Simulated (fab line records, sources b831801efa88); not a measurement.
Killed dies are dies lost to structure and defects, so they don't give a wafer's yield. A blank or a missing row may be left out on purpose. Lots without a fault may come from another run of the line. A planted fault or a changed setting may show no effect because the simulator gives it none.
Chamber matching | flow sky130 | SKY_PASSIVATION_CVD_00 on pecvd-01: 3 sister chambers
The step deposits SiO2, target thk 90 nm. 14 wafers are shown with their chamber, then 7 later ones without.

WAFERS WITH THEIR CHAMBER
wafer  | chamber | heater_power_w (W) | heater_power_outer_w (W) | susceptor_temp_C (C)
L987.1 | 2       | 747                | 400                      | 400.09
L987.3 | 1       | 631                | 324                      | 400.42
L987.6 | 0       | 649                | 356                      | 399.72
L985.1 | 1       | 708                | 393                      | 399.90
L985.2 | 2       | 797                | 444                      | 399.88
L985.6 | 0       | 675                | 397                      | 399.69
L988.3 | 0       | 641                | 382                      | 400.18
L988.4 | 2       | 706                | 376                      | 400.22
L988.5 | 1       | 687                | 369                      | 399.99
L991.2 | 1       | 708                | 406                      | 400.09
L991.5 | 1       | 723                | 398                      | 400.14
L991.6 | 2       | 778                | 418                      | 399.77
L992.1 | 2       | 748                | 387                      | 400.09
L992.2 | 1       | 709                | 388                      | 399.62

SIGNATURES (means of the wafers above)
reading              | chamber 0 | chamber 1 | chamber 2 | scatter within a chamber
heater_power_w       | 655.00    | 694.33    | 755.20    | 31.5
heater_power_outer_w | 378.33    | 379.67    | 405.00    | 27.4
susceptor_temp_C     | 399.8633  | 400.0267  | 400.0100  | 0.241
Rule: a wafer's distance from a chamber is the root of the sum, over the readings, of the square of ((its reading less the chamber's mean) divided by the reading's scatter). The wafer belongs to the nearest chamber; if the next one is less than 2 further off, it can't be placed. The scatter: the root of (the sum of the squares of (reading less its chamber's mean) over the shown wafers, divided by (wafers less chambers)).

WAFERS WITHOUT THEIR CHAMBER
wafer  | heater_power_w (W) | heater_power_outer_w (W) | susceptor_temp_C (C)
L992.4 | 588                | 342                      | 400.32
L102.1 | 662                | 357                      | 400.21
L102.2 | 792                | 442                      | 400.22
L102.6 | 822                | 444                      | 400.23
L104.1 | 814                | 439                      | 400.34
L104.3 | 715                | 390                      | 400.22
L104.5 | 830                | 466                      | 400.01

WHICH CHAMBER EACH WENT THROUGH
wafer  | from the rows above          | in truth
L992.4 | can't be placed: 0 or 1      | 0
L102.1 | can't be placed: 1 or 0      | 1
L102.2 | can't be placed: 2 or 1      | 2
L102.6 | 2                            | 2
L104.1 | can't be placed: 2 or 1      | 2
L104.3 | can't be placed: 1 or 2 or 0 | 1
L104.5 | 2                            | 2
Placed correctly: 2 of 7. Can't be placed from these rows: 5 (the true chamber is among the candidates in 5). Placed wrongly: 0.
